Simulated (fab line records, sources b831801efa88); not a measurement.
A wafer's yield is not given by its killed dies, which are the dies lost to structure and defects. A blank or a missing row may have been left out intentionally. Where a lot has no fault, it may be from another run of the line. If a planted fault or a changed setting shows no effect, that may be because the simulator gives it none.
Split-lot experiment | flow gf180mcu | route with 602 steps; 5 lots, 23 wafers read

THE SPLIT
At GF_HV_LDD_COAT_14 (resist thk 1000 nm), the setting resist thk nm was moved away from the recipe's 1000 nm on 8 of the 23 wafers read, by -5.6% to +4.0%. All remaining wafers had this setting at the recipe value.

The reading is taken at the split's own step.

THE READING
NOVOLAK_of_HV_LDD_COAT_14.thk nm (the simulator's own value, which no gauge read), in nm, at GF_HV_LDD_COAT_14 (resist thk 1000 nm). No usual value for it is given in the file. The 15 wafers here that ran the recipe average 999.1 nm, standard deviation 1.7 nm.

wafer  | tool, chamber at the split | resist thk nm as run, nm | against the recipe | NOVOLAK_of_HV_LDD_COAT_14.thk nm, nm | against lot-mates on the recipe
L074.1 | litho track-03, 0          | 1000                     | recipe             | 1001                                 | -
L074.2 | litho track-03, 0          | 1000                     | recipe             | 1003                                 | -
L074.3 | litho track-03, 0          | 1000                     | recipe             | 997.2                                | -
L078.1 | litho track-04, 0          | 1000                     | recipe             | 999.2                                | -
L078.2 | litho track-04, 0          | 944.4                    | -5.6%              | 942.2                                | -56.6
L078.3 | litho track-04, 0          | 944.4                    | -5.6%              | 942.5                                | -56.4
L078.4 | litho track-04, 0          | 1000                     | recipe             | 998.5                                | -
L078.6 | litho track-04, 0          | 944.4                    | -5.6%              | 944.1                                | -54.8
L081.1 | litho track-04, 0          | 1000                     | recipe             | 1001                                 | -
L081.3 | litho track-04, 0          | 1039                     | +3.9%              | 1038                                 | +38.6
L081.4 | litho track-04, 0          | 1000                     | recipe             | 998.4                                | -
L081.5 | litho track-04, 0          | 1039                     | +3.9%              | 1039                                 | +39.6
L081.6 | litho track-04, 0          | 1000                     | recipe             | 998.8                                | -
L082.1 | litho track-04, 0          | 1000                     | recipe             | 997.9                                | -
L082.3 | litho track-04, 0          | 1040                     | +4.0%              | 1036                                 | +38.0
L082.4 | litho track-04, 0          | 1040                     | +4.0%              | 1039                                 | +41.0
L082.5 | litho track-04, 0          | 1000                     | recipe             | 998                                  | -
L082.6 | litho track-04, 0          | 1040                     | +4.0%              | 1034                                 | +36.0
L085.1 | litho track-04, 0          | 1000                     | recipe             | 996.4                                | -
L085.2 | litho track-04, 0          | 1000                     | recipe             | 997.6                                | -
L085.3 | litho track-04, 0          | 1000                     | recipe             | 999.7                                | -
L085.4 | litho track-04, 0          | 1000                     | recipe             | 1001                                 | -
L085.6 | litho track-04, 0          | 1000                     | recipe             | 998.2                                | -

FIT RESULTS
A straight line over all 23 wafers: NOVOLAK_of_HV_LDD_COAT_14.thk nm changes by +9.89 nm for each +1% of resist thk nm; r = +1.00; the points scatter about the line by 1.9 nm.
The same after taking each lot's own level away (the mean of its wafers on the recipe; 23 wafers): +9.93 nm for each +1%; r = +1.00; scatter 1.6 nm.
That fit puts the effect of the largest move of resist thk nm on the reading at 55 nm.
From 997.95 to 1000.40 nm: that is the span of the lots' own levels, equal to 1.4 times the standard deviation above.
So the lot-to-lot level changes the slope little: the two slopes agree.
Check: for one of the wafers moved furthest among these (-5.6%), held out of the fit, the line's prediction against its lot-mates is -55.1 nm. Against them it came out at -56.6 nm.

OTHER SPLITS APPLIED TO THESE WAFERS
These wafers also went through other splits before the reading. Each is held against what the fit with the lots' levels taken away leaves over:
other split on the same wafers      | wafers away from the commonest value | r with NOVOLAK_of_HV_LDD_COAT_14.thk nm (lot level and that fit taken away)
GF_STI_OXIDATION_01 temp c          | 15                                   | -0.18
GF_NWELL_EXPOSE_04 dose mj          | 6                                    | -0.48
GF_NWELL_IMPLANT_09 energy kev      | 5                                    | +0.09
GF_MVPSD_SOFTBAKE_03 temp c         | 7                                    | -0.14
GF_MVPSD_IMPLANT_09 dose cm2        | 7                                    | +0.13
GF_VT_IMPLANT_IMPLANT_08 energy kev | 9                                    | +0.14
GF_VT_IMPLANT_SOFTBAKE_14 temp c    | 10                                   | +0.01
GF_VT_IMPLANT_IMPLANT_19 tilt deg   | 6                                    | +0.08
GF_VT_IMPLANT_SOFTBAKE_36 temp c    | 11                                   | +0.28
GF_VT_IMPLANT_IMPLANT_41 energy kev | 8                                    | -0.17
GF_HV_LDD_COAT_02 resist thk nm     | 8                                    | -0.08
GF_HV_LDD_DEVELOP_06 dev temp c     | 8                                    | +0.00

THE WHOLE CHAIN: every reading that the file lists as answering this split, in the file's order
step               | what it does       | reading                                                                           | change (the file's fit)              | r (the file's)
GF_HV_LDD_COAT_14  | resist thk 1000 nm | NOVOLAK_of_HV_LDD_COAT_14.thk nm (the simulator's own value, which no gauge read) | +9.95 nm for each +1% of the setting | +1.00
GF_HV_LDD_STRIP_22 | strips in O2/N2    | strip time to endpoint s                                                          | withheld for each +1% of the setting | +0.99

FILE'S OWN FIT
NOVOLAK_of_HV_LDD_COAT_14.thk nm changes by +9.95 nm for each +1% of resist thk nm, r = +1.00.
